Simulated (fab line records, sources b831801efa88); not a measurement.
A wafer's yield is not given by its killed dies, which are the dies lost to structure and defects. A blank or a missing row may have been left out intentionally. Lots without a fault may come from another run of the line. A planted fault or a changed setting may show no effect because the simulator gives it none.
Lot-split experiment ; flow sky130 ; 23 wafers read from 5 lots, route of 708 steps

THE SPLIT
At SKY_VT_ADJUST_PCH_COAT_02 (resist thk 3000 nm), the setting spin_rpm was moved away from the recipe's 2000 rpm on 5 of the 23 wafers read, by +4.5% to +6.1%. The other wafers ran this setting at the recipe's value.

The split's own step is where the reading is taken.

THE READING
coat_of_VT_ADJUST_PCH_COAT_02.thk_nm (the simulator's own value, which no gauge read), in nm, at SKY_VT_ADJUST_PCH_COAT_02 (resist thk 3000 nm). The file gives no usual value for it. Average 2996 nm, standard deviation 7.2 nm, over the 18 wafers here run with the recipe.

wafer;tool, chamber at the split;spin_rpm as run, rpm;against the recipe;coat_of_VT_ADJUST_PCH_COAT_02.thk_nm, nm;against lot-mates on the recipe
L074.1;litho_track-01, 0;2000;recipe;2992;-
L074.2;litho_track-01, 0;2000;recipe;2991;-
L074.3;litho_track-01, 0;2000;recipe;3003;-
L074.4;litho_track-01, 0;2000;recipe;2993;-
L074.5;litho_track-01, 0;2000;recipe;2999;-
L076.1;litho_track-04, 0;2000;recipe;3004;-
L076.2;litho_track-04, 0;2090;+4.5%;2939;-67
L076.3;litho_track-04, 0;2090;+4.5%;2946;-60
L076.5;litho_track-04, 0;2090;+4.5%;2947;-59
L076.6;litho_track-04, 0;2000;recipe;3008;-
L079.1;litho_track-03, 0;2000;recipe;2994;-
L079.3;litho_track-03, 0;2000;recipe;2995;-
L079.5;litho_track-03, 0;2000;recipe;2992;-
L082.1;litho_track-03, 0;2122;+6.1%;2892;-93
L082.2;litho_track-03, 0;2000;recipe;2988;-
L082.4;litho_track-03, 0;2000;recipe;2986;-
L082.5;litho_track-03, 0;2000;recipe;2982;-
L082.6;litho_track-03, 0;2122;+6.1%;2889;-96
L084.1;litho_track-03, 0;2000;recipe;3005;-
L084.2;litho_track-03, 0;2000;recipe;2994;-
L084.5;litho_track-03, 0;2000;recipe;2994;-
L084.4;litho_track-03, 0;2000;recipe;3001;-
L084.6;litho_track-03, 0;2000;recipe;3007;-

FIT RESULTS
A straight line over all 23 wafers: coat_of_VT_ADJUST_PCH_COAT_02.thk_nm changes by -14.8 nm for each +1% of spin_rpm; r = -0.96; the points scatter about the line by 9.9 nm.
The same after taking each lot's own level away (the mean of its wafers on the recipe; 23 wafers): -14.8 nm for each +1%; r = -0.99; scatter 4.5 nm.
According to that fit, moving spin_rpm by its largest amount changes the reading by 90 nm.
Measured against the standard deviation above, the lots' own levels, which go from 2985.3 to 3006.0 nm, span 2.9 times it.
Hence the lot-to-lot level has little effect on the slope; both slopes agree.
Check: -88.7 nm against its lot-mates is what the line predicts for one of the wafers moved furthest among these (+6.1%) when that wafer is left out of the fit. Against them it came out at -93.3 nm.

THE WHOLE CHAIN: every reading that the file lists as answering this split, in the file's order
step;what it does;reading;change (the file's fit);r (the file's)
SKY_VT_ADJUST_PCH_COAT_02;resist thk 3000 nm;coat_of_VT_ADJUST_PCH_COAT_02.thk_nm (the simulator's own value, which no gauge read);-14.9 nm for each +1% of the setting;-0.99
SKY_VT_ADJUST_PCH_STRIP_09;strips in O2/N2;strip_time_to_endpoint_s;withheld for each +1% of the setting, in a fit together with power_w@VT_ADJUST_PCH_STRIP_09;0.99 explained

THE FILE'S OWN FIT
coat_of_VT_ADJUST_PCH_COAT_02.thk_nm changes by -14.9 nm for each +1% of spin_rpm, r = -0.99.
